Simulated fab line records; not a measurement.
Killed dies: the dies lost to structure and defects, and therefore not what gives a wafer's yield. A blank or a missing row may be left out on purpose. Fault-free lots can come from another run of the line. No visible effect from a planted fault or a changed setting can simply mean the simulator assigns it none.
fab line records	flow gf180mcu	part 1 of 2: steps 1 to 26 of 36
record lots=5	wafers=15	last_day=34
route steps=602 shown CONTACT@301 M1@315 V1@335
lots with no fault: from the same line, run without faults
start_h: the number of hours between the record's first day and the start of the first shown wafer of the lot	wait_h: hours since the lot's step before	" as in the row above	L1.1+2: several wafers, shown together as one row	- no value, or no start given	* or withheld: withheld	< > ~ a bound
route shown NAME@n: a module of which the file shows steps, and the number in the route of the first	usual: average and standard deviation across the fault-free wafers	same: alike in all rows	chamber/n: place in a boat	sites: the reading at each site	_std_site: standard deviation across them	_edge_site: the outer-site mean with the inner-site mean subtracted	radius_mm: how far each site lies from the wafer's centre	mask NAME#n: copy n	behind: tool/chamber where the wafer was last shaped	hold: why the lot was held/for how many hours/how that ended	device: whichever transistor did not switch (one of n, p or np)	end of line: the route-end tests of the same wafers	for a step that has no rows: nothing shown but its recipe	killed: count of dies lost to structure and defects at first sort (not the wafer's yield)	map: per-die view of a wafer (x killed, . not killed, _ where there is no die)
set.NAME: setting as actually run; set.NAME@STEP: the setting as run at that earlier step	model.NAME: the simulator's own value behind a step, which no gauge read
a table for each step, a row for each wafer; lots at some steps of the route
services: when a tool's chamber went out of use (start_h, in hours from the record's first day, below 0 if earlier), for how many hours, and the reason
## steps
# step GF_CONTACT_CD_MEAS_14
# recipe target_cd_nm=220
# usual cd_nm=220.6/1.2
lot.wafer	tool	chamber	start_h	wait_h	cd_nm
L076.1	cd_sem-01	-	386.86	0.1	221.0
L076.4	"	-	"	"	220.1
L076.6	"	-	"	"	220.5
L080.1	cd_sem-02	-	418.35	0.1	219.3
L080.2	"	-	"	"	219.0
L080.3	"	-	"	"	218.3
L086.4	cd_sem-01	-	473.51	0.1	221.9
L086.5	"	-	"	"	221.2
L086.6	"	-	"	"	221.3
L094.2	cd_sem-01	-	543.22	0.1	221.8
L094.4	"	-	"	"	221.7
L094.6	"	-	"	"	220.4
L096.2	cd_sem-02	-	554.87	0.1	221.7
L096.4	"	-	"	"	222.6
L096.6	"	-	"	"	222.3
# step GF_CONTACT_OVL_MEAS_15
# usual CONTACT_OVL=-1/5.4
lot.wafer	tool	chamber	start_h	wait_h	CONTACT_OVL[nm]
L076.1	overlay-02	-	386.98	0.1	-1
L076.4	"	-	"	"	3
L076.6	"	-	"	"	0
L080.1	overlay-02	-	418.47	0.1	3
L080.2	"	-	"	"	1
L080.3	"	-	"	"	8
L086.4	overlay-02	-	473.58	0.1	6
L086.5	"	-	"	"	-2
L086.6	"	-	"	"	-4
L094.2	overlay-01	-	543.32	0.1	-2
L094.4	"	-	"	"	-6
L094.6	"	-	"	"	-4
L096.2	overlay-01	-	554.98	0.1	-2
L096.4	"	-	"	"	-5
L096.6	"	-	"	"	-5
# step GF_CONTACT_ETCH_16
# recipe chemistry=N2/H2	target_depth_a=withheld	overetch_a=withheld	time_s=withheld	target=BARC	ion_energy_ev=200	source_w=500	bias_w=100	pressure_mtorr=30	n2_flow_sccm=100	h2_flow_sccm=200
# usual drypump_motor_current_A=5.9/0.39	oes_product_au=0.855/0.0048	throttle_valve_pct=13.224/0.0091
lot.wafer	tool	chamber	start_h	wait_h	drypump_motor_current_A	oes_product_au	throttle_valve_pct
L076.1	rie_diel-03	3	387.01	0.0	5.7	0.857	13.205
L076.4	"	2	"	"	6.4	0.864	13.230
L076.6	"	1	"	"	5.8	0.855	13.229
L080.1	rie_diel-03	0	418.50	0.0	5.7	0.856	13.247
L080.2	"	2	"	"	6.4	0.854	13.221
L080.3	"	1	"	"	5.8	0.862	13.215
L086.4	rie_diel-03	2	473.60	0.0	6.4	0.853	13.212
L086.5	"	1	"	"	5.8	0.865	13.207
L086.6	"	2	"	"	6.4	0.849	13.230
L094.2	rie_diel-01	3	543.35	0.0	5.7	0.850	13.219
L094.4	"	0	"	"	6.1	0.845	13.209
L094.6	"	2	"	"	5.2	0.852	13.222
L096.2	rie_diel-03	3	555.01	0.0	5.7	0.857	13.220
L096.4	"	0	"	"	5.6	0.867	13.226
L096.6	"	1	"	"	5.8	0.855	13.219
# step GF_CONTACT_ETCH_17
# recipe chemistry=C4F8/O2/Ar	mask_material=KrF	target=SiO2	stop_on=CoSi2	source_w=1500	bias_w=1200	pressure_mtorr=40	c4f8_flow_sccm=withheld	O2_flow_sccm=6	Ar_flow_sccm=300	time_s=withheld	target_depth_a=8600
# usual oes_product_au=0.817/0.0047
lot.wafer	tool	chamber	start_h	wait_h	oes_product_au
L076.1	rie_diel-03	3	-	-	0.822
L076.4	"	2	"	"	0.814
L076.6	"	1	"	"	0.821
L080.1	rie_diel-03	0	-	-	0.814
L080.2	"	2	"	"	0.812
L080.3	"	1	"	"	0.822
L086.4	rie_diel-03	2	-	-	0.817
L086.5	"	1	"	"	0.812
L086.6	"	2	"	"	0.816
L094.2	rie_diel-01	3	-	-	0.812
L094.4	"	0	"	"	0.810
L094.6	"	2	"	"	0.812
L096.2	rie_diel-03	3	-	-	0.823
L096.4	"	0	"	"	0.817
L096.6	"	1	"	"	0.813
# step GF_CONTACT_STRIP_18
# recipe chemistry=O2/N2	power_w=1400	pressure_mtorr=1500	platen_temp_c=250	o2_flow_sccm=3000	n2_flow_sccm=300	overash_fraction=0.5
# usual drypump_motor_current_A=5.57/0.29	heater_power_w=350/37	oes_product_au=0.579/0.0044
lot.wafer	tool	chamber	start_h	wait_h	drypump_motor_current_A	heater_power_w	oes_product_au	rf_hours_counter_h
L076.1	plasma_asher-03	1	387.18	-	5.61	362	0.580	27
L076.4	"	1	"	"	5.60	369	0.582	-
L076.6	"	1	"	"	5.58	369	0.572	-
L080.1	plasma_asher-03	1	418.67	-	5.58	370	0.580	31
L080.2	"	0	"	"	5.61	353	0.583	31
L080.3	"	0	"	"	5.61	346	0.570	-
L086.4	plasma_asher-02	0	473.80	-	5.97	341	0.583	-
L086.5	"	1	"	"	5.96	412	0.584	-
L086.6	"	0	"	"	5.97	332	0.586	-
L094.2	plasma_asher-03	0	543.51	-	5.59	349	0.585	42
L094.4	"	0	"	"	5.59	344	0.574	-
L094.6	"	1	"	"	5.59	367	0.576	-
L096.2	plasma_asher-01	1	555.17	-	5.43	316	0.580	91
L096.4	"	0	"	"	4.98	297	0.587	-
L096.6	"	0	"	"	4.97	296	0.582	-
# step GF_CONTACT_CLEAN_19
# recipe chemistry=SPM
lot.wafer	tool	chamber	start_h	wait_h
L076.1+4+6	wet_bench-02	1	387.28	0.1
L080.1+2+3	wet_bench-01	3	418.77	0.1
L086.4+5+6	wet_bench-04	1	473.87	0.0
L094.2+4+6	wet_bench-02	3	543.61	0.1
L096.2+4+6	wet_bench-04	3	555.27	0.1
# step GF_CONTACT_CLEAN_20
# recipe chemistry=DIW
lot.wafer	tool	chamber	start_h	wait_h
L076.1+4+6	wet_bench-04	1	387.37	0.0
L080.1+2+3	wet_bench-02	0	418.86	0.0
L086.4+5+6	wet_bench-01	3	473.97	0.0
L094.2+4+6	wet_bench-02	2	543.71	0.0
L096.2+4+6	wet_bench-01	3	555.36	0.0
# step GF_CONTACT_CLEAN_21
# recipe chemistry=dHF	time_s=20	dilution=100:1	dry=ipa_marangoni
lot.wafer	tool	chamber	start_h	wait_h
L076.1+4+6	wet_bench-01	3	387.46	0.0
L080.1+2+3	wet_bench-02	3	418.95	0.0
L086.4+5+6	wet_bench-04	2	474.07	0.0
L094.2+4+6	wet_bench-04	2	544.07	0.3
L096.2+4+6	wet_bench-02	2	555.46	0.0
# step GF_CONTACT_SPUTTER_22
# recipe material=Ti	target_thk_nm=15	chamber_pressure_pa=5	power_w=2500	substrate_temp_c=200	time_s=80.02
# usual throttle_valve_pct=29.5/1.2
lot.wafer	tool	chamber	start_h	wait_h	throttle_valve_pct
L076.1	pvd_sputter-04	-	387.47	0.0	29.3
L076.4	"	-	"	"	28.1
L076.6	"	-	"	"	28.3
L080.1	pvd_sputter-01	-	418.96	0.0	28.0
L080.2	"	-	"	"	28.9
L080.3	"	-	"	"	31.2
L086.4	pvd_sputter-01	-	474.08	0.0	29.0
L086.5	"	-	"	"	31.3
L086.6	"	-	"	"	28.1
L094.2	pvd_sputter-04	-	544.09	0.0	29.7
L094.4	"	-	"	"	29.0
L094.6	"	-	"	"	29.0
L096.2	pvd_sputter-01	-	555.47	0.0	28.5
L096.4	"	-	"	"	28.8
L096.6	"	-	"	"	31.4
# step GF_CONTACT_SPUTTER_23
# recipe material=TiN	target_thk_nm=10	chamber_pressure_pa=5	power_w=4000	time_s=40
# usual throttle_valve_pct=29.5/1.2
lot.wafer	tool	chamber	start_h	wait_h	throttle_valve_pct
L076.1	pvd_sputter-04	-	387.53	0.0	28.9
L076.4	"	-	"	"	28.0
L076.6	"	-	"	"	28.2
L080.1	pvd_sputter-01	-	419.02	0.0	28.0
L080.2	"	-	"	"	29.0
L080.3	"	-	"	"	31.3
L086.4	pvd_sputter-01	-	474.14	0.0	29.1
L086.5	"	-	"	"	31.6
L086.6	"	-	"	"	28.3
L094.2	pvd_sputter-04	-	544.15	0.0	29.6
L094.4	"	-	"	"	28.8
L094.6	"	-	"	"	28.9
L096.2	pvd_sputter-01	-	555.53	0.0	28.0
L096.4	"	-	"	"	28.9
L096.6	"	-	"	"	31.9
# step GF_CONTACT_CVD_24
# recipe material=W	target_thk_nm=300	time_s=90.339	temp_c=400	pressure_torr=40
# usual heater_power_w=810/97
lot.wafer	tool	chamber	start_h	wait_h	heater_power_w
L076.1	cvd_w-02	0	387.57	0.0	909
L076.4	"	1	"	"	709
L076.6	"	1	"	"	698
L080.1	cvd_w-02	1	419.06	0.0	716
L080.2	"	1	"	"	683
L080.3	"	1	"	"	694
L086.4	cvd_w-02	1	474.21	0.1	709
L086.5	"	0	"	"	919
L086.6	"	1	"	"	701
L094.2	cvd_w-02	1	544.19	0.0	705
L094.4	"	0	"	"	912
L094.6	"	1	"	"	700
L096.2	cvd_w-02	0	555.57	0.0	936
L096.4	"	0	"	"	921
L096.6	"	1	"	"	702
# step GF_CONTACT_RS_MEAS_25
# recipe thk_meas_gauge=four-point-probe	reads=W_of_CONTACT_CVD_24+TiN_of_CONTACT_SPUTTER_23+Ti_of_CONTACT_SPUTTER_22
# usual CONTACT_W_RS=0.382/0.0044
lot.wafer	tool	chamber	start_h	wait_h	CONTACT_W_RS[ohm/sq]
L076.1	film_metro-04	-	387.67	0.1	0.377
L076.4	"	-	"	"	0.382
L076.6	"	-	"	"	0.386
L080.1	film_metro-02	-	419.26	0.2	0.381
L080.2	"	-	"	"	0.385
L080.3	"	-	"	"	0.383
L086.4	film_metro-02	-	474.34	0.1	0.386
L086.5	"	-	"	"	0.383
L086.6	"	-	"	"	0.387
L094.2	film_metro-04	-	544.31	0.1	0.382
L094.4	"	-	"	"	0.380
L094.6	"	-	"	"	0.378
L096.2	film_metro-02	-	555.69	0.1	0.387
L096.4	"	-	"	"	0.382
L096.6	"	-	"	"	0.387
# step GF_CONTACT_THK_MEAS_26
# recipe thk_meas_gauge=xrf	reads=W_of_CONTACT_CVD_24
# usual CONTACT_W_THK=301/5
lot.wafer	tool	chamber	start_h	wait_h	CONTACT_W_THK[nm]
L076.1	film_metro-04	-	387.79	0.1	303
L076.4	"	-	"	"	297
L076.6	"	-	"	"	294
L080.1	film_metro-02	-	419.38	0.1	304
L080.2	"	-	"	"	301
L080.3	"	-	"	"	304
L086.4	film_metro-02	-	474.43	0.1	298
L086.5	"	-	"	"	301
L086.6	"	-	"	"	297
L094.2	film_metro-04	-	544.42	0.1	296
L094.4	"	-	"	"	298
L094.6	"	-	"	"	299
L096.2	film_metro-02	-	555.80	0.1	294
L096.4	"	-	"	"	297
L096.6	"	-	"	"	294
# step GF_CONTACT_CMP_27
# recipe stop_on=SiO2	down_force_psi=3.5	platen_rpm=60	t_overpolish_s=15	target_thk_nm=0	pad_velocity_m_s=0.94248
# usual head_pressure_psi=3.500/0.0077	motor_current_A=11.3/0.49	overpolish_run_s=15.000/0.0082	time_to_endpoint_s=71/3.9
lot.wafer	tool	chamber	start_h	wait_h	head_pressure_psi	motor_current_A	overpolish_run_s	time_to_endpoint_s
L076.1	cmp-01	0	387.85	0.1	3.503	11.2	14.991	75
L076.4	"	3	"	"	3.508	11.6	14.997	73
L076.6	"	0	"	"	3.510	11.5	14.989	75
L080.1	cmp-01	2	419.49	0.1	3.492	11.0	14.988	75
L080.3	"	3	"	"	3.504	11.2	15.020	71
L080.2	"	0	"	"	3.504	11.5	15.000	75
L086.4	cmp-01	0	474.51	0.1	3.507	11.0	14.995	72
L086.5	"	3	"	"	3.493	11.1	14.994	68
L086.6	"	0	"	"	3.498	10.9	15.000	72
L094.4	cmp-01	0	544.47	0.0	3.497	11.2	14.990	79
L094.2	"	1	"	"	3.496	10.3	14.992	73
L094.6	"	1	"	"	3.495	10.8	15.001	74
L096.2	cmp-02	0	555.85	0.0	3.504	12.1	14.995	67
L096.4	"	2	"	"	3.497	10.9	15.003	63
L096.6	"	0	"	"	3.500	12.1	14.981	69
# step GF_M1_SPUTTER_00
# recipe material=Ti	target_thk_nm=37.5	arriving_ion_energy_ev=80	substrate_temp_c=200	chamber_pressure_pa=2	power_w=4000	time_s=150
# usual throttle_valve_pct=29.6/0.92
lot.wafer	tool	chamber	start_h	wait_h	throttle_valve_pct
L076.1	pvd_sputter-03	-	388.15	0.2	29.6
L076.4	"	-	"	"	28.7
L076.6	"	-	"	"	30.1
L080.1	pvd_sputter-03	-	419.74	0.2	29.8
L080.2	"	-	"	"	30.1
L080.3	"	-	"	"	28.4
L086.4	pvd_sputter-02	-	474.76	0.2	31.1
L086.5	"	-	"	"	29.4
L086.6	"	-	"	"	31.4
L094.2	pvd_sputter-04	-	544.77	0.2	28.4
L094.4	"	-	"	"	29.2
L094.6	"	-	"	"	28.3
L096.2	pvd_sputter-03	-	556.15	0.2	29.8
L096.4	"	-	"	"	28.7
L096.6	"	-	"	"	29.5
# step GF_M1_SPUTTER_01
# recipe material=TiN	target_thk_nm=30	power_w=6500	time_s=25	chamber_pressure_pa=0.4
# usual throttle_valve_pct=29.6/0.94
lot.wafer	tool	chamber	start_h	wait_h	throttle_valve_pct
L076.1	pvd_sputter-03	-	388.25	0.1	29.9
L076.4	"	-	"	"	28.7
L076.6	"	-	"	"	29.8
L080.1	pvd_sputter-03	-	419.84	0.1	29.9
L080.2	"	-	"	"	29.4
L080.3	"	-	"	"	28.6
L086.4	pvd_sputter-02	-	474.86	0.1	31.5
L086.5	"	-	"	"	29.2
L086.6	"	-	"	"	31.5
L094.2	pvd_sputter-04	-	544.87	0.1	28.2
L094.4	"	-	"	"	29.0
L094.6	"	-	"	"	28.0
L096.2	pvd_sputter-03	-	556.25	0.1	29.7
L096.4	"	-	"	"	28.5
L096.6	"	-	"	"	29.7
# step GF_M1_SPUTTER_02
# recipe material=AlCu	target_thk_nm=450	power_w=10600	time_s=23.9	chamber_pressure_pa=0.4
# usual throttle_valve_pct=29.6/0.93
lot.wafer	tool	chamber	start_h	wait_h	throttle_valve_pct
L076.1	pvd_sputter-03	-	388.28	0.0	29.7
L076.4	"	-	"	"	28.4
L076.6	"	-	"	"	29.8
L080.1	pvd_sputter-03	-	419.87	0.0	30.0
L080.2	"	-	"	"	30.0
L080.3	"	-	"	"	28.5
L086.4	pvd_sputter-02	-	474.89	0.0	31.5
L086.5	"	-	"	"	29.2
L086.6	"	-	"	"	31.5
L094.2	pvd_sputter-04	-	544.90	0.0	28.1
L094.4	"	-	"	"	29.0
L094.6	"	-	"	"	27.9
L096.2	pvd_sputter-03	-	556.28	0.0	29.7
L096.4	"	-	"	"	28.4
L096.6	"	-	"	"	29.7
# step GF_M1_SPUTTER_03
# recipe material=Ti	target_thk_nm=10	substrate_temp_c=300	chamber_pressure_pa=0.3	power_w=3000	time_s=6.7
# usual throttle_valve_pct=29.6/0.91
lot.wafer	tool	chamber	start_h	wait_h	throttle_valve_pct
L076.1	pvd_sputter-03	-	388.31	0.0	29.7
L076.4	"	-	"	"	28.4
L076.6	"	-	"	"	29.9
L080.1	pvd_sputter-03	-	419.90	0.0	29.9
L080.2	"	-	"	"	29.8
L080.3	"	-	"	"	28.7
L086.4	pvd_sputter-02	-	474.92	0.0	31.5
L086.5	"	-	"	"	29.2
L086.6	"	-	"	"	31.3
L094.2	pvd_sputter-04	-	544.93	0.0	28.0
L094.4	"	-	"	"	29.1
L094.6	"	-	"	"	28.2
L096.2	pvd_sputter-03	-	556.31	0.0	29.7
L096.4	"	-	"	"	28.5
L096.6	"	-	"	"	29.8
# step GF_M1_SPUTTER_04
# recipe material=TiN	target_thk_nm=50	power_w=6500	time_s=41.7	chamber_pressure_pa=0.4
# usual throttle_valve_pct=29.6/0.95
lot.wafer	tool	chamber	start_h	wait_h	throttle_valve_pct
L076.1	pvd_sputter-03	-	388.33	0.0	29.7
L076.4	"	-	"	"	28.5
L076.6	"	-	"	"	29.9
L080.1	pvd_sputter-03	-	419.93	0.0	30.2
L080.2	"	-	"	"	29.9
L080.3	"	-	"	"	28.6
L086.4	pvd_sputter-02	-	474.94	0.0	31.6
L086.5	"	-	"	"	29.2
L086.6	"	-	"	"	31.6
L094.2	pvd_sputter-04	-	544.95	0.0	28.3
L094.4	"	-	"	"	29.0
L094.6	"	-	"	"	28.2
L096.2	pvd_sputter-03	-	556.33	0.0	29.9
L096.4	"	-	"	"	28.6
L096.6	"	-	"	"	29.8
# step GF_M1_RS_MEAS_05
# recipe thk_meas_gauge=four-point-probe	reads=TiN_of_M1_SPUTTER_04+Ti_of_M1_SPUTTER_03+AlCu_of_M1_SPUTTER_02+TiN_of_M1_SPUTTER_01+Ti_of_M1_SPUTTER_00
# usual M1_ALCU_RS=0.0695/0.00069
lot.wafer	tool	chamber	start_h	wait_h	M1_ALCU_RS[ohm/sq]
L076.1	film_metro-03	-	388.37	0.0	0.0696
L076.4	"	-	"	"	0.0697
L076.6	"	-	"	"	0.0697
L080.1	film_metro-02	-	419.96	0.0	0.0696
L080.2	"	-	"	"	0.0691
L080.3	"	-	"	"	0.0697
L086.4	film_metro-03	-	475.04	0.1	0.0694
L086.5	"	-	"	"	0.0683
L086.6	"	-	"	"	0.0683
L094.2	film_metro-02	-	545.01	0.0	0.0704
L094.4	"	-	"	"	0.0694
L094.6	"	-	"	"	0.0703
L096.2	film_metro-03	-	556.39	0.0	0.0700
L096.4	"	-	"	"	0.0704
L096.6	"	-	"	"	0.0695
# step GF_M1_THK_MEAS_06
# recipe thk_meas_gauge=xrf	reads=AlCu_of_M1_SPUTTER_02
# usual M1_ALCU_THK=448/5.3
lot.wafer	tool	chamber	start_h	wait_h	M1_ALCU_THK[nm]
L076.1	film_metro-03	-	388.49	0.1	446
L076.4	"	-	"	"	444
L076.6	"	-	"	"	448
L080.1	film_metro-02	-	420.08	0.1	448
L080.2	"	-	"	"	450
L080.3	"	-	"	"	445
L086.4	film_metro-03	-	475.13	0.1	452
L086.5	"	-	"	"	461
L086.6	"	-	"	"	459
L094.2	film_metro-02	-	545.12	0.1	444
L094.4	"	-	"	"	447
L094.6	"	-	"	"	442
L096.2	film_metro-03	-	556.50	0.1	443
L096.4	"	-	"	"	442
L096.6	"	-	"	"	448
# step GF_M1_DEHYDRATE_07
# recipe temp_c=200	time_s=60
# usual chill_plate_temp_C=22.99/0.11
lot.wafer	tool	chamber	start_h	wait_h	chill_plate_temp_C
L076.1	litho_track-04	0	399.15	10.6	22.91
L076.4	"	0	"	"	22.96
L076.6	"	0	"	"	23.03
L080.1	litho_track-02	0	431.25	11.2	23.07
L080.2	"	0	"	"	22.97
L080.3	"	0	"	"	23.09
L086.4	litho_track-02	0	486.58	11.4	22.81
L086.5	"	0	"	"	22.91
L086.6	"	0	"	"	22.84
L094.2	litho_track-03	0	554.97	9.8	23.00
L094.4	"	0	"	"	22.91
L094.6	"	0	"	"	23.02
L096.2	litho_track-04	0	567.87	11.4	22.93
L096.4	"	0	"	"	22.89
L096.6	"	0	"	"	22.89
# step GF_M1_HMDS_08
# recipe prime_time_s=60	prime_temp_c=120
# usual chill_plate_temp_C=23.00/0.11
lot.wafer	tool	chamber	start_h	wait_h	chill_plate_temp_C
L076.1	litho_track-04	0	399.30	0.1	23.03
L076.4	"	0	"	"	23.02
L076.6	"	0	"	"	22.98
L080.1	litho_track-02	0	431.40	0.1	23.06
L080.2	"	0	"	"	22.90
L080.3	"	0	"	"	23.01
L086.4	litho_track-02	0	486.73	0.1	23.13
L086.5	"	0	"	"	23.03
L086.6	"	0	"	"	23.16
L094.2	litho_track-03	0	555.12	0.1	22.78
L094.4	"	0	"	"	22.80
L094.6	"	0	"	"	22.85
L096.2	litho_track-04	0	568.02	0.1	23.06
L096.4	"	0	"	"	23.08
L096.6	"	0	"	"	23.01
# step GF_M1_COAT_09
# recipe resist=KrF	spin_rpm=withheld	resist_thk_nm=1000
# usual chill_plate_temp_C=22.99/0.11
lot.wafer	tool	chamber	start_h	wait_h	chill_plate_temp_C
L076.1	litho_track-04	0	399.45	0.1	22.94
L076.4	"	0	"	"	23.20
L076.6	"	0	"	"	23.25
L080.1	litho_track-02	0	431.55	0.1	23.08
L080.2	"	0	"	"	22.85
L080.3	"	0	"	"	23.21
L086.4	litho_track-02	0	486.88	0.1	22.78
L086.5	"	0	"	"	22.82
L086.6	"	0	"	"	22.98
L094.2	litho_track-03	0	555.27	0.1	22.92
L094.4	"	0	"	"	22.84
L094.6	"	0	"	"	22.96
L096.2	litho_track-04	0	568.17	0.1	23.02
L096.4	"	0	"	"	23.02
L096.6	"	0	"	"	22.89
# step GF_M1_SOFTBAKE_10
# recipe temp_c=130	time_s=60	resist=KrF
# usual chill_plate_temp_C=23.04/0.1
lot.wafer	tool	chamber	start_h	wait_h	chill_plate_temp_C
L076.1	litho_track-04	0	399.60	0.1	23.02
L076.4	"	0	"	"	23.17
L076.6	"	0	"	"	23.04
L080.1	litho_track-02	0	431.70	0.1	23.02
L080.2	"	0	"	"	23.08
L080.3	"	0	"	"	22.97
L086.4	litho_track-02	0	487.03	0.1	22.99
L086.5	"	0	"	"	23.04
L086.6	"	0	"	"	22.86
L094.2	litho_track-03	0	555.42	0.1	22.94
L094.4	"	0	"	"	23.14
L094.6	"	0	"	"	23.16
L096.2	litho_track-04	0	568.32	0.1	23.08
L096.4	"	0	"	"	23.17
L096.6	"	0	"	"	23.02
# step GF_M1_EXPOSE_11
# recipe mask_id=Metal1	target_cd_nm=230	na=0.68	source_shape=conventional	sigma_outer=0.6	dose_mj=28
lot.wafer	tool	chamber	start_h	wait_h	mask
L076.1+4+6	krf_scanner-01	0	-	-	Metal1#0
L080.1+2+3	krf_scanner-01	0	-	-	Metal1#0
L086.4+5+6	krf_scanner-02	0	-	-	Metal1#0
L094.2+4+6	krf_scanner-02	0	-	-	Metal1#0
L096.2+4+6	krf_scanner-02	0	-	-	Metal1#0
